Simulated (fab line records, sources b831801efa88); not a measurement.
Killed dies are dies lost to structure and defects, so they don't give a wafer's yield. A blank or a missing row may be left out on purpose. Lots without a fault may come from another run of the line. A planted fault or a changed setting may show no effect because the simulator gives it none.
A struck lot beside a sound one | flow sfq_line | 13 steps out of a route of 325
Sound: wafers L599.1, L599.3, L599.6. Struck: wafer L602.1. (L602.4, L602.6 of the same lot were not struck and are left out.) The cause comes at the end.
At each step with rows: each side's tool, then ch and its chambers, then its first start. Under that, the readings that differ: sound wafers | struck wafers | difference of the means | sigmas: that difference in standard deviations of wafers without a fault.
alike: readings whose means differ by less than 2 such deviations, and words and numbers that are the same on both sides. not compared: withheld readings, readings that some wafer has no value for, bounds like >300 that may hide the same value, and numbers for which the record gives no deviation and whose values overlap.
The two part at a step that has a row with sigmas, a row that says differs or no value, or rows on one side only. Numbers that don't overlap but have no deviation are shown without sigmas and don't part them. A reading that every wafer of one side lacks parts them only if that side has two wafers or more.

first, 1 step without rows for these wafers: SFQ_TRILAYER_M1_DEP_PRE_CLEAN_038 (time 22.5 s).
SFQ_TRILAYER_M1_DEP_SPUTTER_037: material Nb, target thk 200 nm, time 133.3 s.
  sound on pvd_sputter-04, day 10 14:42; struck on pvd_sputter-04, day 11 11:32
  alike: throttle_valve_pct
SFQ_M1_RS_MEAS_909: measures by four-point-probe.
  sound on film_metro-04, day 10 14:47; struck on film_metro-04, day 11 12:28
  alike: M1_NB_RS
then, 6 steps without rows for these wafers: SFQ_TRILAYER_M1_LITHO_COAT_044 (resist thk 62 nm); SFQ_TRILAYER_M1_LITHO_COAT_039 (resist thk 600 nm); SFQ_TRILAYER_M1_LITHO_SOFTBAKE_043; SFQ_TRILAYER_M1_LITHO_EXPOSE_040 (exposes mask M1, target cd 500 nm); SFQ_TRILAYER_M1_LITHO_PEB_042 (peb time 60 s); SFQ_TRILAYER_M1_LITHO_DEVELOP_041 (time 60 s).
-- the record jumps here: 4 days lie between the struck wafers' starts before and after --
SFQ_M1_OVL_MEAS_911:
  sound on overlay-02, day 14 10:42; struck on overlay-02, day 15 10:42
  reading     | sound | struck | difference | sigmas
  M1_OVL (nm) | 7 7 6 | -4     | -11        | -2
SFQ_TRILAYER_M1_BARC_OPEN_METAL_ETCH_054: etches BARC in O2, target depth 125 nm, time 41.7 s.
  sound on rie_metal-01 ch 0,1, day 14 10:44; struck on rie_metal-02 ch 1, day 15 10:44
  alike: drypump_motor_current_A, oes_product_au, rf_fwd_power_W
  not compared: rf_hours_counter_h
SFQ_TRILAYER_M1_ETCH_METAL_ETCH_042: etches Nb in Cl2/Ar, stops on SiO2, target depth 240 nm, time 120 s.
  sound on rie_metal-01 ch 0,1, day 14 10:48; struck on rie_metal-02 ch 1, day 15 10:48
  reading                                             | sound             | struck | difference | sigmas
  rf_fwd_power_W (W)                                  | 597.4 595.6 594.1 | 695.9  | +100.2     | +46
  model.KrF_of_TRILAYER_M1_LITHO_COAT_039.thk_nm (nm) | 381.1 382.5 383.1 | 359.4  | -22.8      |
  model.SiO2_of_TRILAYER_I0_DEP_PECVD_027.thk_nm (nm) | 191.4 192.8 191.9 | 188.3  | -3.7       |
  alike: drypump_motor_current_A, oes_product_au
  not compared: rf_hours_counter_h
SFQ_TRILAYER_M1_STRIP_STRIP_043: strips in O2.
  sound on rie_metal-01 ch 0,1, day 14 10:55; struck on rie_metal-02 ch 1, day 15 10:55
  alike: drypump_motor_current_A, oes_product_au
  not compared: rf_hours_counter_h

WHERE THEY PART
First at SFQ_M1_OVL_MEAS_911; last, within this record, at SFQ_TRILAYER_M1_ETCH_METAL_ETCH_042. Later steps at which nothing parts them and some readings are alike: SFQ_TRILAYER_M1_STRIP_STRIP_043.

WHY: what the simulator had put in
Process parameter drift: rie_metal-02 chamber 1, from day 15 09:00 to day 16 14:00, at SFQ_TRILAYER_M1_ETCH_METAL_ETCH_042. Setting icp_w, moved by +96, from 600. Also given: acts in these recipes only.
